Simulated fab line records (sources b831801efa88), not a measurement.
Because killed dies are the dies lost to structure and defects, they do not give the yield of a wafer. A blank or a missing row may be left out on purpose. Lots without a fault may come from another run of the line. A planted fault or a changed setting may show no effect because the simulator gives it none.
A struck lot beside a sound one / flow gf180mcu / 17 steps out of a route of 602
Sound: wafers L115.2, L115.5, L115.6. Struck: wafer L120.6. (L120.1, L120.3 of the same lot were not struck and are left out.) The cause comes at the end.
At each step with rows: each side's tool, then ch and its chambers, then its first start. Under that, the readings that differ: sound wafers / struck wafers / difference of the means / sigmas: that difference in standard deviations of wafers without a fault.
alike: readings whose means differ by less than 2 such deviations, and words and numbers that are the same on both sides. not compared: withheld readings, readings that some wafer has no value for, bounds like >300 that may hide the same value, and numbers for which the record gives no deviation and whose values overlap.
Wherever a step has rows on one side only, a row that says differs or no value, or a row with sigmas, the two part there. Numbers that have no deviation but don't overlap get no sigmas and don't part them. A reading that every wafer of one side lacks parts them only if that side has two wafers or more.

first, 3 steps without rows for these wafers: GF_V3_EXPOSE_11 (exposes mask Via3, target cd 260 nm); GF_V3_PEB_12 (peb time 90 s); GF_V3_DEVELOP_13 (develop time 60 s).
GF_V3_CD_MEAS_14: target cd 260 nm.
  sound on cd_sem-01 at day 23 21:17; struck on cd_sem-02 at day 25 08:52
reading=cd_nm (nm); sound=261.8 261.4 262.2; struck=259.3; difference=-2.5; sigmas=-2
GF_V3_OVL_MEAS_15:
  sound on overlay-02 at day 23 21:24; struck on overlay-01 at day 25 08:59
  alike: V3_OVL
GF_V3_ETCH_16: etches BARC in N2/H2.
  sound on rie_diel-01 ch 0,1,3, day 23 21:26; struck on rie_diel-04 ch 1, day 25 09:02
  alike: drypump_motor_current_A, oes_product_au, throttle_valve_pct
GF_V3_ETCH_17: etches SiO2 in C4F8/O2/Ar, stops on TiN, target depth 635 nm.
  sound: rie_diel-01 ch 0,1,3; struck: rie_diel-04 ch 1
  alike: oes_product_au
GF_V3_STRIP_18: strips in O2/N2.
  sound on plasma_asher-01 ch 0,1, day 23 21:34; struck on plasma_asher-02 ch 0, day 25 09:10
  alike: drypump_motor_current_A, heater_power_w, o2_flow_sccm, oes_product_au
  not compared: rf_hours_counter_h
then, 2 steps without rows for these wafers: GF_V3_STRIP_19 (strips in post etch residue remover, time 1200 s); GF_V3_CLEAN_20 (cleans in DIW).
GF_V3_SPUTTER_21: material Ti, target thk 15 nm, time 80.02 s.
  sound on pvd_sputter-02 at day 23 22:05; struck on pvd_sputter-04 at day 25 09:43
  alike: chamber_pressure_pa, throttle_valve_pct
then, 1 step without rows for these wafers: GF_V3_SPUTTER_22 (material TiN, target thk 10 nm, time 40 s).
GF_V3_CVD_23: deposits W, target thk 350 nm, time 104.9 s.
  sound on cvd_w-02 ch 0,1, day 23 22:11; struck on cvd_w-01 ch 0, day 25 09:49
reading=model.W_of_V3_CVD_23.thk_nm (nm); sound=346.9 350.3 347.5; struck=308.7; difference=-39.5; sigmas=
  alike: heater_power_w
GF_V3_RS_MEAS_24: the measuring method here is four-point-probe.
  sound on film_metro-04 at day 23 22:19; struck on film_metro-03 at day 25 09:56
reading=V3_W_RS (ohm/sq); sound=0.329 0.327 0.330; struck=0.372; difference=+0.043; sigmas=+11
GF_V3_THK_MEAS_25: measures by xrf.
  sound on film_metro-04 at day 23 22:26; struck on film_metro-03 at day 25 10:03
reading=V3_W_THK (nm); sound=342 346 342; struck=306; difference=-37; sigmas=-8
GF_V3_CMP_26: polishes, stops on SiO2, t overpolish 15 s, target thk 0 nm.
  sound on cmp-01 ch 1,2, day 23 22:32; struck on cmp-02 ch 2, day 25 10:07
  alike: motor_current_A, time_to_endpoint_s
-- the record jumps here: 6 days lie between the struck wafers' starts before and after (it left off in module V3 and takes up again in module PASSIVATION, whose first step shown is number 602 of the route) --
GF_PASSIVATION_PROBE_99:
  only the struck wafers here have rows in the record (prober-02, day 31 13:41); the sound ones have none

== WHERE THEY PART ==
Last at GF_PASSIVATION_PROBE_99 as far as this record goes, first at GF_V3_CD_MEAS_14.

WHY: what the simulator had put in
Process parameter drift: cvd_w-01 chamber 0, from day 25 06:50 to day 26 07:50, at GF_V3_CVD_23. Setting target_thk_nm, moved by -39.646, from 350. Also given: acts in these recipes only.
